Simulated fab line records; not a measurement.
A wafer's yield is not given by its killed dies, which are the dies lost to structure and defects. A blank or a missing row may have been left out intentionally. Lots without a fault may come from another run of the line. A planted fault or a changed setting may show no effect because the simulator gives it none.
Code-filled problem report in 8D (eight disciplines) form    flow gf180mcu    the parts of the form that need people (team, actions taken, sign-off) are left out

== 1. WHAT IS WRONG ==
Wafers without a fault read 400.2 nm, standard deviation 2.7; cdNm at GF_HV_LDD_CD_MEAS_19 reads a mean of 305.2 nm on 9 wafers belonging to 3 lots. That puts it -35 standard deviations away from the usual mean.
The step: target cd 400 nm.
The first sign was on wafer L947.2 at day 15 02:07, on cdSem-01. Wafers with a number at this step in the record: 42, from 14 lots. Rule for "out", or "out of limits": more than 4 standard deviations from the usual mean. The rest of the wafers with a number are treated as sound.

== 2. WHAT IT IS; WHAT IT IS NOT ==
question                     is                      is not
which readings at this step  cdNm                    -
which lots                   L947, L949, L950        L935, L936, L937, L940, L941, L942, L945, L948, L954, L955, L957
which wafers of those lots   all that have a number  -
read on which gauges         cdSem-01, cdSem-02      -
when                         from day 15 02:07       up to then (21 sound wafers); but 12 sound wafers of L948, L954, L955, L957 came after

== 3. THE SUSPECTS, EACH WITH WHAT RULES IT OUT ==
Counting: a tool at any process step up to the reading remains a suspect when it ran all the lots that are out and ran no sound lot after the first of those.
- the gauge at GF_HV_LDD_CD_MEAS_19 has been ruled out. Those wafers that are out were read across 2 gauges (cdSem-01, cdSem-02).
- lithoTrack-01 at GF_HV_LDD_DEVELOP_18 (develop time 60 s): kept. It processed each lot that is out, first L947 at day 15 01:58, and no sound lot thereafter; up to then, the last sound lot it processed was L942 at day 13 02:00.
After counting, what remains is lithoTrack-01 at GF_HV_LDD_DEVELOP_18.

== 4. THE CAUSE (what the simulator had put in) ==
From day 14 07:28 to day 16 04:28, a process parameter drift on lithoTrack-01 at GF_HV_LDD_DEVELOP_18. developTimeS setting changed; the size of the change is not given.
After counting, this tool was the only one left.

== 5. THE CHAIN OF EFFECTS, in route order ==
Rows list readings where the struck wafers' mean (over those with a number) sits beyond 3 standard deviations from the usual. Only readings for which the record gives a usual standard deviation are gone through. hours: the time from each lot's start at the first step in this table that gives one to its start at this step, as a median over the lots. sigmas: the change in usual standard deviations.
hours  step                  reading  usual     on struck wafers  change  sigmas
0      GF_HV_LDD_CD_MEAS_19  cdNm     400.2 nm  305.2             -95.0   -35
Later steps that measure or inspect, where all struck wafers having a row at the step show a number for every such reading and not one has moved that far: GF_M2_RS_MEAS_05, GF_M2_OVL_MEAS_15.

== 6. HOW IT WOULD HAVE BEEN CAUGHT EARLIER ==
In this record the first reading out of limits at a measuring or inspecting step was taken at day 15 02:07, 19 hours after the fault began at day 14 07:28.
Tool readings at GF_HV_LDD_DEVELOP_18 with a usual standard deviation given in the record: none out on any struck wafer, hence no alarm at a limit of 4 standard deviations on them.
Of the lots that are out (3), L949, L950 began GF_HV_LDD_DEVELOP_18 on lithoTrack-01 after day 15 02:07. A hold on the tool at that time would have spared those 2.
